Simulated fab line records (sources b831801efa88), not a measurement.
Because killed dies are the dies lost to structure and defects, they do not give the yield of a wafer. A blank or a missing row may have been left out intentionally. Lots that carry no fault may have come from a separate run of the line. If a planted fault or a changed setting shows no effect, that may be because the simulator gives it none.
fab line records | flow sky130
record lots=5 | wafers=15 | last_day=49
route steps=708 shown PASSIVATION@683 PAD_OPEN@694
lots untouched by any fault: they come from a run of this same line in which no faults occurred
start_h: hours from the record's opening day to when the first of the lot's shown wafers began | wait_h: hours from the lot's prior step to this one | " the same as in the row above | L1.1+2: one row covering several wafers at once | - no value, or no start given | * or withheld: withheld | < > ~ a bound
route shown NAME@n: a module of which the file shows steps, and the number in the route of the first | usual: average and standard deviation across the fault-free wafers | same: alike in all rows | chamber/n: place in a boat | sites: each site's reading | _std_site: standard deviation across them | _edge_site: inner sites' mean taken away from outer sites' mean | radius_mm: how far each site lies from the wafer's centre | mask NAME#n: copy n | behind: the tool/chamber that last shaped the wafer | hold: reason for holding the lot/hours on hold/outcome of the hold | device: the transistor (n, p or np) that didn't switch | end of line: the tests these same wafers got at the end of their route | a step with no rows: only its recipe | killed: not the wafer's yield, but the dies lost to structure and defects at the first sort | map: a wafer's dies, x killed, . not, _ none there
set.NAME: the run value of the setting; set.NAME@STEP: its run value at that earlier step | model.NAME: the simulator's own value behind a step, which no gauge read
certain route steps with their lots: each step a table, each wafer a row
services: the hour from which a tool's chamber was out of use, counted from the record's first day as start_h (under 0 if before that day), plus the number of hours and why
## steps
# step SKY_PASSIVATION_CVD_02
# recipe material=Si3N4 | target_thk_nm=540 | temp_c=400 | time_s=withheld | rf_w=450
# usual heater_power_w=762/110
lot.wafer | tool     | chamber | start_h | wait_h | heater_power_w
L074.2    | pecvd-03 | 1       | 1020.22 | 0.0    | 845
L074.3    | "        | 2       | "       | "      | 758
L074.5    | "        | 0       | "       | "      | 739
L078.2    | pecvd-02 | 2       | 1056.36 | 0.0    | 625
L078.4    | "        | 1       | "       | "      | 877
L078.6    | "        | 0       | "       | "      | 701
L084.3    | pecvd-03 | 0       | 1093.96 | 0.0    | 673
L084.4    | "        | 2       | "       | "      | 842
L084.6    | "        | 1       | "       | "      | 893
L085.2    | pecvd-02 | 1       | 1103.73 | 0.0    | 810
L085.4    | "        | 1       | "       | "      | 855
L085.5    | "        | 2       | "       | "      | 557
L094.1    | pecvd-03 | 0       | 1149.56 | 0.1    | 721
L094.2    | "        | 1       | "       | "      | 819
L094.4    | "        | 0       | "       | "      | 735
# step SKY_PASSIVATION_THK_MEAS_03
# recipe reads=Si3N4_of_PASSIVATION_CVD_02
# usual PASSIVATION_CVD_02_THK=542/8.2
lot.wafer | tool          | chamber | start_h | wait_h | PASSIVATION_CVD_02_THK[nm]
L074.2    | film_metro-01 | -       | 1020.46 | -      | 544
L074.3    | "             | -       | "       | "      | 537
L074.5    | "             | -       | "       | "      | 552
L078.2    | film_metro-04 | -       | 1056.59 | -      | 537
L078.4    | "             | -       | "       | "      | 544
L078.6    | "             | -       | "       | "      | 544
L084.3    | film_metro-04 | -       | 1094.21 | -      | 552
L084.4    | "             | -       | "       | "      | 552
L084.6    | "             | -       | "       | "      | 562
L085.2    | film_metro-01 | -       | 1104.08 | -      | 532
L085.4    | "             | -       | "       | "      | 541
L085.5    | "             | -       | "       | "      | 542
L094.1    | film_metro-03 | -       | 1149.79 | -      | 536
L094.2    | "             | -       | "       | "      | 538
L094.4    | "             | -       | "       | "      | 544
# step SKY_PASSIVATION_DEHYDRATE_04
# recipe temp_c=200 | time_s=60
lot.wafer  | tool           | chamber | start_h | wait_h
L074.2+3+5 | litho_track-02 | 0       | 1031.42 | 11.0
L078.2+4+6 | litho_track-04 | 0       | 1065.69 | 9.1
L084.3+4+6 | litho_track-04 | 0       | 1103.87 | 9.7
L085.2+4+5 | litho_track-02 | 0       | 1113.12 | 9.0
L094.1+2+4 | litho_track-01 | 0       | 1158.64 | 8.8
# step SKY_PASSIVATION_HMDS_05
# recipe prime_time_s=60 | prime_temp_c=120
lot.wafer  | tool           | chamber | start_h | wait_h
L074.2+3+5 | litho_track-02 | 0       | 1031.57 | 0.1
L078.2+4+6 | litho_track-04 | 0       | 1065.84 | 0.1
L084.3+4+6 | litho_track-04 | 0       | 1104.02 | 0.1
L085.2+4+5 | litho_track-02 | 0       | 1113.27 | 0.1
L094.1+2+4 | litho_track-01 | 0       | 1158.79 | 0.1
# step SKY_PASSIVATION_COAT_06
# recipe spin_rpm=2000 | resist_thk_nm=3000
lot.wafer  | tool           | chamber | start_h | wait_h
L074.2+3+5 | litho_track-02 | 0       | 1031.72 | 0.1
L078.2+4+6 | litho_track-04 | 0       | 1065.99 | 0.1
L084.3+4+6 | litho_track-04 | 0       | 1104.17 | 0.1
L085.2+4+5 | litho_track-02 | 0       | 1113.42 | 0.1
L094.1+2+4 | litho_track-01 | 0       | 1158.94 | 0.1
# step SKY_PASSIVATION_SOFTBAKE_07
# recipe temp_c=110 | time_s=withheld
lot.wafer  | tool           | chamber | start_h | wait_h
L074.2+3+5 | litho_track-02 | 0       | 1031.88 | 0.1
L078.2+4+6 | litho_track-04 | 0       | 1066.15 | 0.1
L084.3+4+6 | litho_track-04 | 0       | 1104.34 | 0.1
L085.2+4+5 | litho_track-02 | 0       | 1113.58 | 0.1
L094.1+2+4 | litho_track-01 | 0       | 1159.09 | 0.1
# step SKY_PASSIVATION_EXPOSE_08
# recipe mask_id=NSM | target_cd_nm=3000 | na=0.57 | dose_mj=260
lot.wafer  | tool             | chamber | start_h | wait_h | mask
L074.2+3+5 | iline_stepper-02 | 0       | -       | -      | NSM#0
L078.2+4+6 | iline_stepper-01 | 0       | -       | -      | NSM#0
L084.3+4+6 | iline_stepper-02 | 0       | -       | -      | NSM#0
L085.2+4+5 | iline_stepper-01 | 0       | -       | -      | NSM#0
L094.1+2+4 | iline_stepper-02 | 0       | -       | -      | NSM#0
# step SKY_PASSIVATION_PEB_09
# recipe temp_c=115 | time_s=withheld
lot.wafer  | tool           | chamber | start_h | wait_h
L074.2+3+5 | litho_track-02 | 0       | -       | -
L078.2+4+6 | litho_track-04 | 0       | -       | -
L084.3+4+6 | litho_track-04 | 0       | -       | -
L085.2+4+5 | litho_track-01 | 0       | -       | -
L094.1+2+4 | litho_track-04 | 0       | -       | -
# step SKY_PASSIVATION_DEVELOP_10
# recipe develop_time_s=60 | dev_temp_c=23
lot.wafer  | tool           | chamber | start_h | wait_h
L074.2+3+5 | litho_track-02 | 0       | -       | -
L078.2+4+6 | litho_track-04 | 0       | -       | -
L084.3+4+6 | litho_track-04 | 0       | -       | -
L085.2+4+5 | litho_track-01 | 0       | -       | -
L094.1+2+4 | litho_track-04 | 0       | -       | -
# step SKY_PASSIVATION_ETCH_11
# recipe chemistry=CF4/O2 | target_depth_nm=725 | stop_on=AlCu | source_w=800 | bias_w=150 | pressure_mtorr=150 | cf4_flow_sccm=80 | O2_flow_sccm=10 | time_s=161.1
# usual drypump_motor_current_A=5.9/0.68 | oes_product_au=0.978/0.0071 | throttle_valve_pct=5.964/0.009
lot.wafer | tool        | chamber | start_h | wait_h | drypump_motor_current_A | oes_product_au | rf_hours_counter_h | throttle_valve_pct
L074.2    | rie_diel-04 | 0       | 1042.50 | -      | 5.8                     | 0.979          | 14                 | 5.971
L074.3    | "           | 3       | "       | "      | 5.1                     | 0.978          | 20                 | 5.953
L074.5    | "           | 1       | "       | "      | 6.8                     | 0.980          | -                  | 5.961
L078.2    | rie_diel-03 | 3       | 1077.17 | -      | 6.7                     | 0.968          | 23                 | 5.966
L078.4    | "           | 2       | "       | "      | 5.3                     | 0.970          | 20                 | 5.963
L078.6    | "           | 2       | "       | "      | 5.2                     | 0.984          | -                  | 5.976
L084.3    | rie_diel-04 | 0       | 1114.12 | -      | 5.8                     | 0.980          | 17                 | 5.956
L084.4    | "           | 2       | "       | "      | 6.7                     | 0.987          | 14                 | 5.966
L084.6    | "           | 2       | "       | "      | 6.8                     | 0.987          | -                  | 5.975
L085.2    | rie_diel-04 | 2       | 1123.34 | -      | 6.8                     | 0.959          | 14                 | 5.963
L085.4    | "           | 1       | "       | "      | 6.7                     | 0.983          | 21                 | 5.960
L085.5    | "           | 0       | "       | "      | 5.8                     | 0.982          | -                  | 5.974
L094.1    | rie_diel-03 | 0       | 1167.27 | -      | 5.9                     | 0.974          | 18                 | 5.972
L094.2    | "           | 3       | "       | "      | 6.7                     | 0.971          | 25                 | 5.968
L094.4    | "           | 1       | "       | "      | 5.2                     | 0.981          | 23                 | 5.952
# step SKY_PASSIVATION_STRIP_12
# recipe chemistry=O2/N2 | power_w=1400 | pressure_mtorr=1500 | platen_temp_c=withheld | overash_fraction=0.7 | o2_flow_sccm=3000 | n2_flow_sccm=300
# usual drypump_motor_current_A=5.8/0.52 | oes_product_au=0.661/0.0044 | strip_time_to_endpoint_s=31.53/0.13
lot.wafer | tool            | chamber | start_h | wait_h | drypump_motor_current_A | oes_product_au | rf_hours_counter_h | strip_time_to_endpoint_s
L074.2    | plasma_asher-01 | 0       | 1042.60 | 0.1    | 4.9                     | 0.648          | 60                 | 31.46
L074.3    | "               | 0       | "       | "      | 4.9                     | 0.661          | -                  | 31.41
L074.5    | "               | 0       | "       | "      | 4.9                     | 0.662          | -                  | 31.51
L078.2    | plasma_asher-02 | 0       | 1077.28 | 0.1    | 5.9                     | 0.661          | 94                 | 31.56
L078.4    | "               | 0       | "       | "      | 5.9                     | 0.660          | -                  | 31.49
L078.6    | "               | 1       | "       | "      | 5.5                     | 0.657          | -                  | 31.46
L084.3    | plasma_asher-04 | 0       | 1114.26 | 0.1    | 6.6                     | 0.663          | -                  | 31.45
L084.4    | "               | 1       | "       | "      | 5.8                     | 0.667          | -                  | 31.51
L084.6    | "               | 1       | "       | "      | 5.8                     | 0.667          | -                  | 31.55
L085.2    | plasma_asher-02 | 1       | 1123.45 | 0.1    | 5.5                     | 0.664          | 98                 | 31.75
L085.4    | "               | 1       | "       | "      | 5.5                     | 0.663          | -                  | 31.76
L085.5    | "               | 0       | "       | "      | 5.9                     | 0.663          | -                  | 31.84
L094.1    | plasma_asher-01 | 0       | 1167.38 | 0.1    | 4.9                     | 0.669          | 69                 | 31.69
L094.2    | "               | 1       | "       | "      | 6.3                     | 0.657          | 69                 | 31.74
L094.4    | "               | 0       | "       | "      | 4.9                     | 0.664          | -                  | 31.52
# step SKY_PAD_OPEN_DEHYDRATE_00
# recipe temp_c=200 | time_s=60
lot.wafer  | tool           | chamber | start_h | wait_h
L074.2+3+5 | litho_track-02 | 0       | 1053.22 | 10.6
L078.2+4+6 | litho_track-01 | 0       | 1086.66 | 9.4
L084.3+4+6 | litho_track-03 | 0       | 1123.65 | 9.4
L085.2+4+5 | litho_track-01 | 0       | 1131.62 | 8.1
L094.1+2+4 | litho_track-03 | 0       | 1175.40 | 8.0
# step SKY_PAD_OPEN_HMDS_01
# recipe prime_time_s=60 | prime_temp_c=120
lot.wafer  | tool           | chamber | start_h | wait_h
L074.2+3+5 | litho_track-02 | 0       | 1053.37 | 0.1
L078.2+4+6 | litho_track-01 | 0       | 1086.81 | 0.1
L084.3+4+6 | litho_track-03 | 0       | 1123.80 | 0.1
L085.2+4+5 | litho_track-01 | 0       | 1131.77 | 0.1
L094.1+2+4 | litho_track-03 | 0       | 1175.55 | 0.1
# step SKY_PAD_OPEN_COAT_02
# recipe spin_rpm=2000 | resist_thk_nm=3000
lot.wafer  | tool           | chamber | start_h | wait_h
L074.2+3+5 | litho_track-02 | 0       | 1053.52 | 0.1
L078.2+4+6 | litho_track-01 | 0       | 1086.96 | 0.1
L084.3+4+6 | litho_track-03 | 0       | 1123.95 | 0.1
L085.2+4+5 | litho_track-01 | 0       | 1131.92 | 0.1
L094.1+2+4 | litho_track-03 | 0       | 1175.70 | 0.1
# step SKY_PAD_OPEN_SOFTBAKE_03
# recipe temp_c=110 | time_s=withheld
lot.wafer  | tool           | chamber | start_h | wait_h
L074.2+3+5 | litho_track-02 | 0       | 1053.68 | 0.1
L078.2+4+6 | litho_track-01 | 0       | 1087.12 | 0.1
L084.3+4+6 | litho_track-03 | 0       | 1124.12 | 0.1
L085.2+4+5 | litho_track-01 | 0       | 1132.07 | 0.1
L094.1+2+4 | litho_track-03 | 0       | 1175.85 | 0.1
# step SKY_PAD_OPEN_EXPOSE_04
# recipe mask_id=PDM | target_cd_nm=60000 | na=0.57 | dose_mj=260
lot.wafer  | tool             | chamber | start_h | wait_h | mask
L074.2+3+5 | iline_stepper-01 | 0       | -       | -      | PDM#0
L078.2+4+6 | iline_stepper-01 | 0       | -       | -      | PDM#0
L084.3+4+6 | iline_stepper-02 | 0       | -       | -      | PDM#0
L085.2+4+5 | iline_stepper-01 | 0       | -       | -      | PDM#0
L094.1+2+4 | iline_stepper-02 | 0       | -       | -      | PDM#0
# step SKY_PAD_OPEN_PEB_05
# recipe temp_c=115 | time_s=withheld
lot.wafer  | tool           | chamber | start_h | wait_h
L074.2+3+5 | litho_track-02 | 0       | -       | -
L078.2+4+6 | litho_track-02 | 0       | -       | -
L084.3+4+6 | litho_track-01 | 0       | -       | -
L085.2+4+5 | litho_track-02 | 0       | -       | -
L094.1+2+4 | litho_track-01 | 0       | -       | -
# step SKY_PAD_OPEN_DEVELOP_06
# recipe develop_time_s=60 | dev_temp_c=23
lot.wafer  | tool           | chamber | start_h | wait_h
L074.2+3+5 | litho_track-02 | 0       | -       | -
L078.2+4+6 | litho_track-02 | 0       | -       | -
L084.3+4+6 | litho_track-01 | 0       | -       | -
L085.2+4+5 | litho_track-02 | 0       | -       | -
L094.1+2+4 | litho_track-01 | 0       | -       | -
# step SKY_PAD_OPEN_ETCH_07
# recipe chemistry=CF4/O2 | target_depth_nm=725 | stop_on=AlCu | source_w=800 | bias_w=150 | pressure_mtorr=150 | cf4_flow_sccm=80 | O2_flow_sccm=10 | time_s=161.1
# usual drypump_motor_current_A=5.8/0.56 | oes_product_au=0.977/0.0073 | throttle_valve_pct=5.964/0.0097
lot.wafer | tool        | chamber | start_h | wait_h | drypump_motor_current_A | oes_product_au | rf_hours_counter_h | throttle_valve_pct
L074.2    | rie_diel-04 | 1       | 1063.75 | -      | 6.8                     | 0.975          | 19                 | 5.966
L074.3    | "           | 0       | "       | "      | 5.8                     | 0.978          | 15                 | 5.953
L074.5    | "           | 3       | "       | "      | 5.1                     | 0.984          | -                  | 5.975
L078.2    | rie_diel-01 | 3       | 1097.55 | -      | 5.7                     | 0.969          | 19                 | 5.959
L078.4    | "           | 1       | "       | "      | 5.8                     | 0.975          | 3                  | 5.967
L078.6    | "           | 0       | "       | "      | 6.6                     | 0.979          | -                  | 5.955
L084.3    | rie_diel-01 | 1       | 1133.54 | -      | 5.8                     | 0.975          | 5                  | 5.971
L084.4    | "           | 0       | "       | "      | 6.6                     | 0.982          | 17                 | 5.979
L084.6    | "           | 0       | "       | "      | 6.6                     | 0.986          | -                  | 5.956
L085.2    | rie_diel-01 | 0       | 1141.90 | -      | 6.6                     | 0.970          | 17                 | 5.953
L085.4    | "           | 3       | "       | "      | 5.7                     | 0.977          | 22                 | 5.964
L085.5    | "           | 1       | "       | "      | 5.8                     | 0.978          | -                  | 5.974
L094.1    | rie_diel-01 | 2       | 1183.99 | -      | 5.3                     | 0.978          | 26                 | 5.964
L094.2    | "           | 3       | "       | "      | 5.7                     | 0.965          | 23                 | 5.970
L094.4    | "           | 0       | "       | "      | 6.5                     | 0.987          | 19                 | 5.956
# step SKY_PAD_OPEN_STRIP_08
# recipe chemistry=O2/N2 | power_w=1400 | pressure_mtorr=1500 | platen_temp_c=withheld | overash_fraction=0.7 | o2_flow_sccm=3000 | n2_flow_sccm=300
# usual drypump_motor_current_A=6.0/0.55 | oes_product_au=0.663/0.0048 | strip_time_to_endpoint_s=37.14/0.11
lot.wafer | tool            | chamber | start_h | wait_h | drypump_motor_current_A | oes_product_au | rf_hours_counter_h | strip_time_to_endpoint_s
L074.2    | plasma_asher-01 | 1       | 1063.85 | 0.1    | 6.2                     | 0.660          | 63                 | 36.96
L074.3    | "               | 0       | "       | "      | 4.9                     | 0.670          | -                  | 36.93
L074.5    | "               | 0       | "       | "      | 4.9                     | 0.656          | -                  | 36.95
L078.2    | plasma_asher-04 | 1       | 1097.65 | 0.1    | 5.8                     | 0.668          | 3                  | 37.03
L078.4    | "               | 0       | "       | "      | 6.6                     | 0.669          | -                  | 37.07
L078.6    | "               | 1       | "       | "      | 5.7                     | 0.662          | -                  | 36.98
L084.3    | plasma_asher-03 | 1       | 1133.68 | 0.1    | 5.7                     | 0.662          | -                  | 37.15
L084.4    | "               | 0       | "       | "      | 6.3                     | 0.667          | -                  | 37.31
L084.6    | "               | 0       | "       | "      | 6.3                     | 0.658          | -                  | 37.27
L085.2    | plasma_asher-04 | 0       | 1142.00 | 0.1    | 6.6                     | 0.666          | 8                  | 37.05
L085.4    | "               | 1       | "       | "      | 5.8                     | 0.668          | -                  | 36.97
L085.5    | "               | 1       | "       | "      | 5.8                     | 0.653          | -                  | 37.01
L094.1    | plasma_asher-03 | 1       | 1184.10 | 0.1    | 5.7                     | 0.664          | 43                 | 37.01
L094.2    | "               | 0       | "       | "      | 6.4                     | 0.667          | 43                 | 37.05
L094.4    | "               | 0       | "       | "      | 6.3                     | 0.665          | -                  | 37.13
# step SKY_PAD_OPEN_STRIP_09
# recipe chemistry=post_etch_residue_remover | time_s=1200 | temp_c=72.5
# usual bath_heat_duty_pct=13.8/2
lot.wafer | tool         | chamber | start_h | wait_h | bath_heat_duty_pct
L074.2    | wet_bench-01 | 0       | 1063.95 | 0.1    | 15.1
L074.3    | "            | 0       | "       | "      | 15.3
L074.5    | "            | 0       | "       | "      | 15.2
L078.2    | wet_bench-03 | 1       | 1097.77 | 0.1    | 10.4
L078.4    | "            | 1       | "       | "      | 11.5
L078.6    | "            | 1       | "       | "      | 10.9
L084.3    | wet_bench-01 | 1       | 1133.75 | 0.0    | 17.8
L084.4    | "            | 1       | "       | "      | 16.7
L084.6    | "            | 1       | "       | "      | 15.2
L085.2    | wet_bench-03 | 2       | 1142.10 | 0.1    | 16.1
L085.4    | "            | 2       | "       | "      | 15.3
L085.5    | "            | 2       | "       | "      | 14.9
L094.1    | wet_bench-03 | 1       | 1184.20 | 0.1    | 12.8
L094.2    | "            | 1       | "       | "      | 11.6
L094.4    | "            | 1       | "       | "      | 11.6
# step SKY_PAD_OPEN_CLEAN_10
# recipe chemistry=IPA | time_s=180 | temp_c=25
# usual bath_heat_duty_pct=6.0/0.9
lot.wafer | tool         | chamber | start_h | wait_h | bath_heat_duty_pct
L074.2    | wet_bench-04 | 2       | 1064.64 | 0.0    | 7.1
L074.3    | "            | 2       | "       | "      | 6.5
L074.5    | "            | 2       | "       | "      | 7.0
L078.2    | wet_bench-04 | 1       | 1098.12 | 0.0    | 4.8
L078.4    | "            | 1       | "       | "      | 5.6
L078.6    | "            | 1       | "       | "      | 5.5
L084.3    | wet_bench-03 | 1       | 1134.09 | 0.0    | 5.2
L084.4    | "            | 1       | "       | "      | 6.1
L084.6    | "            | 1       | "       | "      | 4.9
L085.2    | wet_bench-04 | 1       | 1142.44 | 0.0    | 4.8
L085.4    | "            | 1       | "       | "      | 5.3
L085.5    | "            | 1       | "       | "      | 4.3
L094.1    | wet_bench-04 | 2       | 1184.57 | 0.0    | 6.6
L094.2    | "            | 2       | "       | "      | 6.7
L094.4    | "            | 2       | "       | "      | 6.7
# step SKY_PAD_OPEN_CLEAN_11
# recipe chemistry=O3/DIW | dry=n2_spin
lot.wafer  | tool         | chamber | start_h | wait_h
L074.2+3+5 | wet_bench-03 | 2       | 1064.69 | 0.0
L078.2+4+6 | wet_bench-01 | 3       | 1098.17 | 0.0
L084.3+4+6 | wet_bench-01 | 3       | 1134.15 | 0.0
L085.2+4+5 | wet_bench-03 | 3       | 1142.51 | 0.0
L094.1+2+4 | wet_bench-01 | 1       | 1184.63 | 0.0
# step SKY_PAD_OPEN_ANNEAL_12
# recipe temp_c=400 | time_s=withheld | ambient=N2/H2 | idle_temp_c=300 | ramp_up_c_per_min=8 | ramp_down_c_per_min=4
# usual ramp_down_c_per_min=4.0001/0.00072 | spike_tc_lower_C=399.5/1.4 | zone_power_lower_pct=4.17/0.23
lot.wafer | tool       | chamber | start_h | wait_h | ramp_down_c_per_min | spike_tc_lower_C | zone_power_lower_pct
L074.2    | furnace-02 | 0       | 1064.79 | 0.0    | 3.9996              | 400.2            | 4.42
L074.3    | "          | 0       | "       | "      | 4.0005              | 399.5            | 4.36
L074.5    | "          | 0       | "       | "      | 4.0000              | 399.7            | 4.44
L078.2    | furnace-01 | 0       | 1098.27 | 0.0    | 4.0009              | 399.9            | 3.96
L078.4    | "          | 0       | "       | "      | 4.0006              | 397.6            | 3.86
L078.6    | "          | 0       | "       | "      | 3.9995              | 398.8            | 3.92
L084.3    | furnace-02 | 0       | 1134.24 | 0.0    | 3.9996              | 400.6            | 4.40
L084.4    | "          | 0       | "       | "      | 4.0008              | 399.8            | 4.36
L084.6    | "          | 0       | "       | "      | 3.9990              | 399.7            | 4.33
L085.2    | furnace-01 | 0       | 1142.60 | 0.0    | 4.0012              | 399.6            | 3.99
L085.4    | "          | 0       | "       | "      | 3.9994              | 399.6            | 3.91
L085.5    | "          | 0       | "       | "      | 4.0017              | 398.8            | 3.94
L094.1    | furnace-02 | 0       | 1184.72 | 0.0    | 4.0007              | 401.4            | 4.39
L094.2    | "          | 0       | "       | "      | 3.9992              | 401.3            | 4.39
L094.4    | "          | 0       | "       | "      | 4.0011              | 399.7            | 4.49
# step SKY_PAD_OPEN_BOW_MEAS_13
# recipe mode=bow
# usual PAD_OPEN_BOW=45/9.5
lot.wafer | tool          | chamber | start_h | wait_h | PAD_OPEN_BOW[um]
L074.2    | film_metro-01 | -       | 1066.31 | -      | 44
L074.3    | "             | -       | "       | "      | 47
L074.5    | "             | -       | "       | "      | 51
L078.2    | film_metro-01 | -       | 1099.79 | -      | 39
L078.4    | "             | -       | "       | "      | 41
L078.6    | "             | -       | "       | "      | 45
L084.3    | film_metro-01 | -       | 1135.78 | -      | 44
L084.4    | "             | -       | "       | "      | 50
L084.6    | "             | -       | "       | "      | 55
L085.2    | film_metro-02 | -       | 1144.12 | -      | 40
L085.4    | "             | -       | "       | "      | 54
L085.5    | "             | -       | "       | "      | 57
L094.1    | film_metro-02 | -       | 1186.22 | -      | 36
L094.2    | "             | -       | "       | "      | 47
L094.4    | "             | -       | "       | "      | 41
# step SKY_PAD_OPEN_PROBE_99
# usual defect_limited_yield=82.4/1.9 | killed_at_M0_to_M3=44/7.2 | killed_at_M4_up=3.4/2.1 | killed_at_contacts=24/5.5 | killed_at_front_end=15/4.6 | killed_at_other=0.4/0.64 | killed_dies=86/9.1 | killed_open=47/7.5 | killed_short=39/5.8 | sort_bin_3_pad_short=0.9/0.41 | sort_bin_5_function=10.4/1.5 | sort_bin_6_memory=6.3/1.2 | sort_n_pass=406/9.1 | sort_yield_pct=82.4/1.9
# same gross_dies=492 | killed_at_back_side=0 | sort_bin_4_leakage[%]=0 | sort_bin_8_speed[%]=0
lot.wafer | tool      | chamber | start_h | wait_h | defect_limited_yield[%] | killed_at_M0_to_M3 | killed_at_M4_up | killed_at_contacts | killed_at_front_end | killed_at_other | killed_dies | killed_open | killed_short | sort_bin_3_pad_short[%] | sort_bin_5_function[%] | sort_bin_6_memory[%] | sort_n_pass | sort_yield_pct[%]
L078.2    | prober-02 | -       | 1099.94 | 0.1    | 84.6                    | 33                 | 2               | 21                 | 20                  | 0               | 76          | 34          | 42           | 1.0                     | 9.3                    | 5.1                  | 416         | 84.6
L078.4    | prober-02 | -       | 1100.04 | 0.2    | 82.7                    | 42                 | 2               | 25                 | 16                  | 0               | 85          | 49          | 35           | 0.6                     | 10.0                   | 6.7                  | 407         | 82.7
L078.6    | prober-02 | -       | 1100.14 | 0.2    | 82.3                    | 47                 | 2               | 18                 | 20                  | 0               | 87          | 48          | 38           | 1.2                     | 8.5                    | 7.9                  | 405         | 82.3
# killed by level:class
L078.2 POLY_GATE:geometric_particle:short=9 LI_CONTACT:geometric_particle:open=6 VIA1:geometric_particle:open=6 METAL1:geometric_particle:short=6 LOCAL_INTERCONNECT:geometric_particle:short=5 CONTACT:geometric_particle:open=5 VIA1:geometric_particle:short=5 VIA2:geometric_particle:open=5
L078.4 VIA1:geometric_particle:open=14 CONTACT:geometric_particle:open=12 VIA3:geometric_particle:open=7 METAL1:geometric_particle:short=5 POLY_GATE:geometric_particle:short=4 VIA2:geometric_particle:open=4 VIA1:geometric_particle:short=4 VIA2:geometric_particle:short=4
L078.6 VIA1:geometric_particle:open=10 VIA2:geometric_particle:open=7 CONTACT:geometric_particle:open=7 METAL2:geometric_particle:short=6 FIELD_ISO:geometric_particle:open=5 POLY_GATE:geometric_particle:short=5 LI_CONTACT:geometric_particle:open=5 CONTACT:geometric_particle:short=5
## services
tool             | chamber | start_h | hours | kind
wet_bench-01     | -       | 1007.63 | 1.9   | pm
rie_diel-01      | 2       | 1013.27 | 9.7   | repair
wet_bench-04     | -       | 1013.53 | 3.5   | repair
furnace-02       | -       | 1024.80 | 3.1   | pm
plasma_asher-03  | -       | 1044.74 | 4.0   | pm
rie_diel-03      | -       | 1050.06 | 2.6   | repair
plasma_asher-04  | -       | 1053.14 | 1.4   | repair
iline_stepper-02 | -       | 1053.17 | 1.7   | pm
plasma_asher-04  | -       | 1055.25 | 9.0   | pm
iline_stepper-02 | -       | 1057.49 | 0.8   | pm
iline_stepper-01 | -       | 1062.81 | 1.7   | pm
pecvd-02         | 0       | 1068.57 | 10.0  | repair
rie_diel-04      | -       | 1070.17 | 0.7   | repair
furnace-02       | -       | 1073.16 | 3.5   | pm
plasma_asher-04  | -       | 1075.68 | 1.8   | repair
plasma_asher-01  | -       | 1092.69 | 3.5   | repair
plasma_asher-03  | -       | 1096.82 | 2.1   | repair
pecvd-02         | 0       | 1100.08 | 5.3   | repair
pecvd-03         | -       | 1120.07 | 0.7   | repair
plasma_asher-01  | -       | 1122.79 | 40.5  | pm
plasma_asher-04  | -       | 1147.03 | 2.8   | pm
furnace-02       | -       | 1148.39 | 12.9  | pm
iline_stepper-01 | -       | 1165.88 | 12.3  | repair
iline_stepper-01 | -       | 1167.14 | 2.5   | repair
## key
fault none
